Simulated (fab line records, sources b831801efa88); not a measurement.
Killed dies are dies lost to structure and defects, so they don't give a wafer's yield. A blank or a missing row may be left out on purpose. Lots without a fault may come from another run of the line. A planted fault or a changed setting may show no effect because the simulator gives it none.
Which tool did it? | flow sky130 | 15 lots, 45 wafers sampled, at 2 steps of a route of 708

WHAT THE GAUGES READ, wafer by wafer
SKY_LDD_P_TW_MEAS_11.
lot  | measured     | on            | LDD_P_TW
L625 | day 18 09:53 | film_metro-03 | 633 634 630
L626 | day 18 19:11 | film_metro-04 | 639 636 639
L628 | day 19 19:34 | film_metro-03 | 628 630 631
L632 | day 21 08:56 | film_metro-02 | 30 30 30
L633 | day 21 22:40 | film_metro-04 | 30 30 30
L634 | day 23 12:00 | film_metro-03 | 30 30 30
L639 | day 24 07:32 | film_metro-04 | 640 643 641
L640 | day 24 19:00 | film_metro-02 | 623 622 622
L641 | day 25 04:47 | film_metro-03 | 633 631 632
L643 | day 25 22:24 | film_metro-03 | 630 629 629
L644 | day 25 23:31 | film_metro-02 | 627 629 627
L645 | day 26 09:23 | film_metro-02 | 624 623 626
L646 | day 26 21:02 | film_metro-04 | 640 636 641
L647 | day 26 21:21 | film_metro-02 | 624 624 624
L648 | day 27 00:47 | film_metro-03 | 632 630 631

WHICH TOOL RAN EACH LOT (tool, then ch and the chambers of the sampled wafers, then the start)
lot  | SKY_LDD_P_IMPLANT_09
L625 | implanter-03 ch 0, day 18 09:41
L626 | implanter-04 ch 0, day 18 18:58
L628 | implanter-02 ch 0, day 19 19:20
L632 | implanter-02, day 21 08:44
L633 | implanter-03, day 21 22:26
L634 | implanter-04, day 23 11:46
L639 | implanter-03 ch 0, day 24 07:18
L640 | implanter-03 ch 0, day 24 18:45
L641 | implanter-03 ch 0, day 25 04:32
L643 | implanter-04 ch 0, day 25 22:10
L644 | implanter-03 ch 0, day 25 23:18
L645 | implanter-03 ch 0, day 26 09:08
L646 | implanter-04 ch 0, day 26 20:47
L647 | implanter-02 ch 0, day 26 21:07
L648 | implanter-02 ch 0, day 27 00:32
- SKY_LDD_P_IMPLANT_09

WHAT THE TOOLS THEMSELVES READ (means of the sampled wafers that have a number; where no wafer has one, the mark that the record gives instead)
SKY_LDD_P_IMPLANT_09.
lot  | tool         | beam_energy_keV | beam_on_s (s)
L625 | implanter-03 | 25.009          | 9.92
L626 | implanter-04 | 24.999          | 10.05
L628 | implanter-02 | 25.006          | 10.05
L632 | implanter-02 | -               | -
L633 | implanter-03 | -               | -
L634 | implanter-04 | -               | -
L639 | implanter-03 | 24.996          | 9.96
L640 | implanter-03 | 24.998          | 9.92
L641 | implanter-03 | 25.001          | 10.04
L643 | implanter-04 | 24.992          | 10.00
L644 | implanter-03 | 24.995          | 10.12
L645 | implanter-03 | 25.003          | 10.06
L646 | implanter-04 | 25.005          | 9.94
L647 | implanter-02 | 25.000          | 9.90
L648 | implanter-02 | 24.994          | 10.03

THE ANSWER, worked out from the rows above alone
Rule: what is usual is taken from the lots themselves. Put in order of their means at a reading, lots are off if they are a third of the lots or fewer, leave a main group of 4 or more, and stand apart from it by a gap of 3 or more times the standard deviation of the main group's means; of several such gaps the widest counts. A main group whose means are all the same, to the digits that the tables above print for the reading, isn't used. A lot without any number at a reading at which 4 lots or more have one is off too. The other lots that the step has rows for count as sound. The gauges are gone through in route order, then the tools' own readings, and for those a lot's mean is taken as printed above. The first step at which some lot is off is used, and at that step the reading that is off furthest; a lot without a number counts as furthest.
Off: L632, L633, L634, at SKY_LDD_P_TW_MEAS_11 (LDD_P_TW). The main group: mean 631, standard deviation 5.8.
A tool fits if, at a process step before that reading, it ran every lot that is off, and no sound lot after the first of them. The gauges at SKY_LDD_P_TW_MEAS_11 aren't tried: what is off there is off at SKY_LDD_P_IMPLANT_09 too, on other tools, and a gauge's error can't cause that. None of those tried fits.

WHAT THE SIMULATOR HAD PUT IN
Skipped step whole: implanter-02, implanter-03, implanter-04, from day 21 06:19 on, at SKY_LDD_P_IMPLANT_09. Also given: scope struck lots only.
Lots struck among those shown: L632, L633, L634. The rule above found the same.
